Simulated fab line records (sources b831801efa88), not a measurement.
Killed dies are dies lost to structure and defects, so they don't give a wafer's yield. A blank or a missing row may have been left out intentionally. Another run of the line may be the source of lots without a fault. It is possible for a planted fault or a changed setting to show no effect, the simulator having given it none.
Which tool did it? ; flow gf180mcu ; 42 wafers from 14 lots sampled at 2 of the route's 602 steps

WHAT THE GAUGES SHOWED, per wafer
GF_CONTACT_THK_MEAS_01. Usual: for CONTACT_CVD_00_THK the level is 299.1 nm and the standard deviation is 2.9.
lot;measured;on;CONTACT_CVD_00_THK (nm);flag
L954;day 15 03:04;film_metro-01;303.9 298.2 295.6;
L955;day 15 13:35;film_metro-04;296.7 299.1 294.1;
L960;day 17 04:08;film_metro-01;298.6 299.1 296.8;
L959;day 17 14:55;film_metro-04;147.4 146.1 145.6;OFF
L963;day 18 09:28;film_metro-03;146.5 142.0 144.9;OFF
L968;day 20 08:27;film_metro-04;302.9 298.4 301.7;
L969;day 20 14:10;film_metro-03;298.6 298.8 298.9;
L970;day 21 00:35;film_metro-01;302.3 303.4 303.0;
L972;day 21 15:28;film_metro-03;300.7 296.7 296.7;
L973;day 22 05:23;film_metro-01;298.5 298.9 297.7;
L974;day 22 10:05;film_metro-03;301.0 300.0 301.0;
L976;day 22 21:11;film_metro-03;298.7 296.8 299.3;
L977;day 23 12:51;film_metro-01;301.5 304.9 302.7;
L971;day 24 07:37;film_metro-03;299.7 303.5 299.8;

WHICH TOOL RAN EACH LOT (tool, then ch and the chambers of the sampled wafers, then the start)
lot;GF_CONTACT_CVD_00
L954;hdpcvd-02 ch 0,1,2, day 15 03:01
L955;hdpcvd-01 ch 0,1,2, day 15 13:31
L960;hdpcvd-01 ch 1,2, day 17 04:05
L959;hdpcvd-01 ch 0,1,2, day 17 14:53
L963;hdpcvd-01 ch 0,1, day 18 09:25
L968;hdpcvd-02 ch 0,1, day 20 08:25
L969;hdpcvd-01 ch 0,1, day 20 14:07
L970;hdpcvd-02 ch 0,1,2, day 21 00:30
L972;hdpcvd-02 ch 0,2, day 21 15:23
L973;hdpcvd-01 ch 0,1, day 22 05:20
L974;hdpcvd-02 ch 0,1,2, day 22 10:02
L976;hdpcvd-01 ch 0,1, day 22 21:08
L977;hdpcvd-02 ch 1,2, day 23 12:49
L971;hdpcvd-01 ch 0,1, day 24 07:35
- GF_CONTACT_CVD_00: deposits SiO2, target thk 300 nm, time 50 s.

WHAT THE TOOLS THEMSELVES READ (means of the sampled wafers that have a number; where no wafer has one, the mark that the record gives instead)
GF_CONTACT_CVD_00. Usual: sih4_flow_sccm 59.98 sccm, standard deviation 0.18.
lot;tool;sih4_flow_sccm (sccm);flag
L954;hdpcvd-02;59.95;
L955;hdpcvd-01;59.95;
L960;hdpcvd-01;60.01;
L959;hdpcvd-01;29.86;OFF
L963;hdpcvd-01;29.81;OFF
L968;hdpcvd-02;60.22;
L969;hdpcvd-01;60.01;
L970;hdpcvd-02;59.87;
L972;hdpcvd-02;60.08;
L973;hdpcvd-01;59.93;
L974;hdpcvd-02;60.17;
L976;hdpcvd-01;59.98;
L977;hdpcvd-02;59.94;
L971;hdpcvd-01;60.02;

THE ANSWER, worked out from the rows above alone
Rule: a lot is off if the mean of its wafers that have a number lies more than 3 standard deviations from the usual mean. A lot without any number at a reading at which 4 lots or more have one is off too. The other lots that the step has rows for count as sound. After the gauges, taken in route order, come the tools' own readings; for these a lot's mean is taken, as printed above. At the first step where some lot is off, the reading lying furthest off is the one used; lots without a number count as furthest.
Off: L959, L963, seen at GF_CONTACT_THK_MEAS_01 (CONTACT_CVD_00_THK).
If a tool, at a process step before that reading, ran all the lots that are off and no sound lot after the first of them, it fits. The gauges at GF_CONTACT_THK_MEAS_01 aren't tried: what is off there is off at GF_CONTACT_CVD_00 too, on other tools, and a gauge's error can't cause that. No candidate that was tried fits.

WHAT WAS PUT IN BY THE SIMULATOR
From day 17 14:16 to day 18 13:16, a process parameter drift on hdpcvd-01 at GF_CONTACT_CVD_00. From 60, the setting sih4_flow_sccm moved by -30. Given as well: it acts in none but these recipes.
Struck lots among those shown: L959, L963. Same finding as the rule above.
